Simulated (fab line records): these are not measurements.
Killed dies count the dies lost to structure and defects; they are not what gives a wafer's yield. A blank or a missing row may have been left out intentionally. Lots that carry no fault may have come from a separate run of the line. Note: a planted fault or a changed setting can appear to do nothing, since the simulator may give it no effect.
Which tool did it?    flow sky130    72 wafers from 24 lots sampled at 6 of the route's 708 steps

WHAT THE GAUGES SHOWED, per wafer
SKY_FIELD_ISO_BOW_MEAS_00. Usual: INCOMING_BOW 0 um, standard deviation 6.3.
lot   measured     on            INCOMING_BOW (um)  flag
L074  day 1 10:01  filmMetro-02  5 -2 3             
L075  day 1 15:02  filmMetro-04  -3 1 -3            
L076  day 1 20:02  filmMetro-04  1 -2 -10           
L077  day 2 01:01  filmMetro-04  4 2 -6             
L078  day 2 06:00  filmMetro-04  -5 2 6             
L079  day 2 11:00  filmMetro-03  1 1 5              
L080  day 2 16:01  filmMetro-04  -3 -1 3            
L081  day 2 21:02  filmMetro-04  -6 -6 -12          
L082  day 3 02:01  filmMetro-04  7 7 -2             
L083  day 3 07:04  filmMetro-04  -4 -6 20           
L084  day 3 12:04  filmMetro-04  2 1 -1             
L085  day 3 17:00  filmMetro-03  -6 2 -4            
L086  day 3 22:02  filmMetro-03  1 11 10            
L087  day 4 03:00  filmMetro-03  -5 2 -6            
L088  day 4 08:01  filmMetro-04  2 -4 4             
L089  day 4 13:01  filmMetro-03  5 -7 5             
L090  day 4 18:00  filmMetro-04  -13 6 3            
L091  day 4 23:01  filmMetro-02  -6 5 -5            
L092  day 5 04:00  filmMetro-04  -2 -9 7            
L093  day 5 09:01  filmMetro-03  -11 -5 -2          
L094  day 5 14:02  filmMetro-02  -5 4 1             
L095  day 5 19:00  filmMetro-02  6 1 7              
L096  day 6 00:00  filmMetro-04  -3 -1 -15          
L097  day 6 05:00  filmMetro-03  5 1 -5             

SKY_FIELD_ISO_THK_MEAS_04. Usual: FIELD_ISO_CVD_03_THK 164.6 nm, standard deviation 1.2.
lot   measured     on            FIELD_ISO_CVD_03_THK (nm)  flag
L074  day 1 13:29  filmMetro-02  166.3 167.1 167.0          
L075  day 1 19:13  filmMetro-04  164.1 165.5 165.5          
L076  day 1 23:30  filmMetro-03  167.5 167.8 167.7          
L077  day 2 06:54  filmMetro-04  165.4 166.2 165.6          
L078  day 2 12:04  filmMetro-04  164.2 164.1 164.7          
L079  day 2 16:16  filmMetro-04  165.6 165.2 165.4          
L080  day 2 21:41  filmMetro-04  164.6 165.4 164.7          
L081  day 3 04:14  filmMetro-02  164.5 163.3 163.9          
L082  day 3 07:29  filmMetro-03  163.4 164.0 164.4          
L083  day 3 11:49  filmMetro-02  164.6 165.0 165.6          
L084  day 3 18:08  filmMetro-03  163.7 164.1 163.8          
L085  day 3 22:18  filmMetro-03  164.1 163.2 164.4          
L086  day 4 02:34  filmMetro-03  165.3 166.6 164.1          
L087  day 4 09:34  filmMetro-02  163.6 163.2 162.9          
L088  day 4 14:04  filmMetro-02  164.5 162.9 164.1          
L089  day 4 17:13  filmMetro-02  164.1 162.6 163.9          
L090  day 4 23:59  filmMetro-02  163.7 163.3 163.5          
L091  day 5 02:29  filmMetro-02  165.2 164.4 164.8          
L092  day 5 08:38  filmMetro-03  164.0 164.5 163.5          
L093  day 5 12:48  filmMetro-02  164.9 163.6 165.0          
L094  day 5 19:49  filmMetro-02  163.8 162.7 162.9          
L095  day 5 22:47  filmMetro-04  163.8 163.6 162.5          
L096  day 6 06:47  filmMetro-02  165.5 164.9 165.3          
L097  day 6 11:11  filmMetro-02  163.2 165.2 164.3          

SKY_SONOS_TUNNEL_OVL_MEAS_08. Usual: SONOS_TUNNEL_OVL 2.1 nm, standard deviation 1.6.
lot   measured      on          SONOS_TUNNEL_OVL (nm)  flag
L074  day 11 05:56  overlay-01  3.9 6.1 5.8            
L075  day 11 14:59  overlay-02  1.0 2.2 2.2            
L076  day 11 19:58  overlay-02  1.4 3.7 2.4            
L077  day 12 11:26  overlay-02  4.2 4.8 5.4            
L078  day 12 19:48  overlay-01  0.0 0.3 0.0            
L079  day 13 07:09  overlay-01  3.5 4.9 3.5            
L080  day 13 10:08  overlay-01  0.5 3.1 1.6            
L081  day 13 18:34  overlay-01  0.3 2.5 1.9            
L082  day 14 02:05  overlay-01  1.1 -0.4 0.4           
L083  day 14 08:45  overlay-01  3.2 3.4 1.8            
L084  day 14 19:34  overlay-01  3.0 2.1 2.5            
L085  day 14 22:35  overlay-02  0.8 1.7 -1.2           
L086  day 15 05:34  overlay-02  -0.8 0.7 0.9           
L087  day 15 15:12  overlay-01  2.8 0.7 2.4            
L088  day 15 23:14  overlay-01  0.8 0.3 2.3            
L089  day 16 00:12  overlay-01  2.1 2.9 3.3            
L090  day 16 12:56  overlay-02  3.4 4.0 3.4            
L091  day 16 22:11  overlay-01  3.7 2.5 1.0            
L092  day 17 06:56  overlay-01  0.7 3.2 1.9            
L093  day 17 16:51  overlay-01  0.9 2.1 1.8            
L094  day 17 17:41  overlay-02  2.1 2.6 3.9            
L095  day 17 22:39  overlay-01  2.2 1.8 0.7            
L096  day 18 11:11  overlay-02  3.5 2.8 3.0            
L097  day 18 23:29  overlay-01  0.9 0.1 1.6            

SKY_METAL1_OVL_MEAS_16. Usual: METAL1_OVL 4 nm, standard deviation 5.3.
lot   measured      on          METAL1_OVL (nm)  flag
L074  day 32 17:02  overlay-02  4 9 9            
L075  day 32 19:03  overlay-02  2 -2 7           
L076  day 33 03:26  overlay-01  8 8 6            
L077  day 35 03:41  overlay-01  0 5 1            
L078  day 35 03:41  overlay-02  14 15 17         
L079  day 34 21:53  overlay-02  4 0 6            
L080  day 35 05:38  overlay-02  4 0 6            
L081  day 35 04:03  overlay-01  -2 -7 -9         
L082  day 35 11:17  overlay-02  8 7 7            
L083  day 36 20:17  overlay-01  -4 -1 0          
L084  day 36 20:38  overlay-02  2 7 2            
L085  day 37 01:59  overlay-02  5 -6 -3          
L086  day 36 23:23  overlay-02  3 3 9            
L087  day 37 02:14  overlay-01  3 5 -3           
L088  day 37 09:32  overlay-01  2 -1 4           
L089  day 37 08:20  overlay-01  8 2 0            
L090  day 37 19:14  overlay-01  3 5 4            
L091  day 37 22:32  overlay-02  -6 4 6           
L092  day 38 07:56  overlay-01  6 2 7            
L093  day 38 23:26  overlay-02  -1 5 9           
L094  day 38 19:15  overlay-02  6 8 11           
L095  day 39 00:32  overlay-01  5 4 6            
L096  day 39 13:38  overlay-02  6 16 5           
L097  day 39 16:14  overlay-01  2 6 6            

EACH LOT AND THE TOOL THAT RAN IT (in order: tool; ch and the chambers of the sampled wafers; start)
lot   SKY_VT_ADJUST_HVTP_STRIP_10          SKY_VT_ADJUST_LVTN_STRIP_09
L074  plasmaAsher-01 ch 0,1, day 6 00:42   plasmaAsher-03 ch 0,1, day 6 19:13
L075  plasmaAsher-04 ch 0,1, day 6 08:12   plasmaAsher-04 ch 0,1, day 7 02:56
L076  plasmaAsher-04 ch 0,1, day 6 13:10   plasmaAsher-03 ch 0,1, day 7 08:18
L077  plasmaAsher-04 ch 0,1, day 6 23:28   plasmaAsher-02 ch 0,1, day 7 20:09
L078  plasmaAsher-01 ch 0,1, day 7 07:28   plasmaAsher-03 ch 0,1, day 8 03:42
L079  plasmaAsher-01 ch 0,1, day 7 14:19   plasmaAsher-02 ch 0,1, day 8 11:36
L080  plasmaAsher-04 ch 0,1, day 7 19:31   plasmaAsher-03 ch 0,1, day 8 16:35
L081  plasmaAsher-02 ch 0,1, day 8 01:43   plasmaAsher-03 ch 0,1, day 8 23:00
L082  plasmaAsher-02 ch 0, day 8 09:19     plasmaAsher-04 ch 0,1, day 9 06:56
L083  plasmaAsher-01 ch 0,1, day 8 13:25   plasmaAsher-02 ch 0,1, day 9 10:57
L084  plasmaAsher-01 ch 0,1, day 8 20:48   plasmaAsher-04 ch 0,1, day 9 19:02
L085  plasmaAsher-04 ch 0,1, day 9 00:04   plasmaAsher-04 ch 0,1, day 9 21:43
L086  plasmaAsher-02 ch 0,1, day 9 07:46   plasmaAsher-02 ch 0,1, day 10 05:47
L087  plasmaAsher-02 ch 0,1, day 9 15:10   plasmaAsher-02 ch 0,1, day 10 12:50
L088  plasmaAsher-04 ch 0,1, day 9 20:31   plasmaAsher-04 ch 0,1, day 10 18:38
L089  plasmaAsher-04 ch 0,1, day 10 00:04  plasmaAsher-03 ch 0,1, day 10 21:47
L090  plasmaAsher-01 ch 0,1, day 10 08:20  plasmaAsher-03 ch 0,1, day 11 07:10
L091  plasmaAsher-01 ch 0,1, day 10 16:10  plasmaAsher-04 ch 0,1, day 11 15:31
L092  plasmaAsher-04 ch 0,1, day 11 00:13  plasmaAsher-03 ch 0, day 11 23:59
L093  plasmaAsher-02 ch 0,1, day 11 06:55  plasmaAsher-04 ch 0,1, day 12 07:02
L094  plasmaAsher-02 ch 0,1, day 11 10:07  plasmaAsher-04 ch 0,1, day 12 09:59
L095  plasmaAsher-04 ch 0,1, day 11 14:52  plasmaAsher-03 ch 0,1, day 12 14:53
L096  plasmaAsher-04 ch 0,1, day 11 22:52  plasmaAsher-04 ch 0,1, day 12 23:01
L097  plasmaAsher-02 ch 0,1, day 12 06:58  plasmaAsher-04 ch 0,1, day 13 06:44
- SKY_VT_ADJUST_HVTP_STRIP_10: strips in O2/N2.
- SKY_VT_ADJUST_LVTN_STRIP_09: strips in O2/N2.

WHAT THE TOOLS THEMSELVES READ (means of the sampled wafers that have a number; where no wafer has one, the mark that the record gives instead)
SKY_VT_ADJUST_HVTP_STRIP_10. Usual: drypumpMotorCurrentA 5.6 A, standard deviation 0.4; oesProductAu 0.715 a.u., standard deviation 0.0043; stripTimeToEndpointS 14.16 s, standard deviation 0.045.
lot   tool            drypumpMotorCurrentA (A)  oesProductAu (a.u.)  stripTimeToEndpointS (s)  flag
L074  plasmaAsher-01  5.7                       0.714                14.11                     
L075  plasmaAsher-04  5.9                       0.712                14.17                     
L076  plasmaAsher-04  5.5                       0.719                14.15                     
L077  plasmaAsher-04  5.5                       0.719                14.18                     
L078  plasmaAsher-01  5.6                       0.713                14.20                     
L079  plasmaAsher-01  5.8                       0.716                14.09                     
L080  plasmaAsher-04  5.5                       0.714                14.20                     
L081  plasmaAsher-02  5.3                       0.714                14.21                     
L082  plasmaAsher-02  5.0                       0.716                14.13                     
L083  plasmaAsher-01  5.7                       0.716                14.11                     
L084  plasmaAsher-01  5.8                       0.714                14.10                     
L085  plasmaAsher-04  5.5                       0.715                14.17                     
L086  plasmaAsher-02  5.3                       0.716                14.12                     
L087  plasmaAsher-02  5.2                       0.713                14.13                     
L088  plasmaAsher-04  5.9                       0.713                14.21                     
L089  plasmaAsher-04  5.5                       0.716                14.09                     
L090  plasmaAsher-01  5.6                       0.718                14.20                     
L091  plasmaAsher-01  5.6                       0.716                14.20                     
L092  plasmaAsher-04  5.9                       0.717                14.19                     
L093  plasmaAsher-02  5.3                       0.713                14.15                     
L094  plasmaAsher-02  5.2                       0.713                14.15                     
L095  plasmaAsher-04  5.8                       0.711                14.14                     
L096  plasmaAsher-04  5.5                       0.717                14.16                     
L097  plasmaAsher-02  5.2                       0.714                14.16                     

SKY_VT_ADJUST_LVTN_STRIP_09. Usual: drypumpMotorCurrentA 5.8 A, standard deviation 0.5; oesProductAu 0.722 a.u., standard deviation 0.0041; stripTimeToEndpointS 36.70 s, standard deviation 0.1.
lot   tool            drypumpMotorCurrentA (A)  oesProductAu (a.u.)  stripTimeToEndpointS (s)  flag
L074  plasmaAsher-03  6.3                       0.720                36.66                     
L075  plasmaAsher-04  5.5                       0.717                36.74                     
L076  plasmaAsher-03  6.0                       0.725                36.67                     
L077  plasmaAsher-02  5.2                       0.724                36.75                     
L078  plasmaAsher-03  6.3                       0.723                36.61                     
L079  plasmaAsher-02  5.3                       0.720                36.86                     
L080  plasmaAsher-03  6.2                       0.722                36.72                     
L081  plasmaAsher-03  6.0                       0.719                36.70                     
L082  plasmaAsher-04  5.5                       0.720                36.78                     
L083  plasmaAsher-02  5.2                       0.724                36.75                     
L084  plasmaAsher-04  5.9                       0.723                36.64                     
L085  plasmaAsher-04  5.5                       0.723                36.75                     
L086  plasmaAsher-02  5.3                       0.721                36.70                     
L087  plasmaAsher-02  5.2                       0.725                36.67                     
L088  plasmaAsher-04  5.5                       0.724                36.69                     
L089  plasmaAsher-03  6.3                       0.723                36.67                     
L090  plasmaAsher-03  6.2                       0.719                36.75                     
L091  plasmaAsher-04  5.5                       0.722                36.77                     
L092  plasmaAsher-03  5.8                       0.727                36.70                     
L093  plasmaAsher-04  5.5                       0.724                36.65                     
L094  plasmaAsher-04  5.5                       0.723                36.62                     
L095  plasmaAsher-03  6.0                       0.718                36.54                     
L096  plasmaAsher-04  5.8                       0.719                36.51                     
L097  plasmaAsher-04  5.5                       0.721                36.73                     

THE ANSWER, worked out from the rows above alone
Rule: a lot is off if the mean of its wafers that have a number lies more than 3 standard deviations from the usual mean. A lot without any number at a reading at which 4 lots or more have one is off too. All remaining lots with rows at the step are treated as sound. First the gauges in route order, then the tools' own readings, where a lot's mean is used as printed above. The first step at which some lot is off is used, and at that step the reading that is off furthest; a lot without a number counts as furthest.
Across all readings shown, no lot is off: no conclusion can be drawn from this.

WHAT THE SIMULATOR PUT IN
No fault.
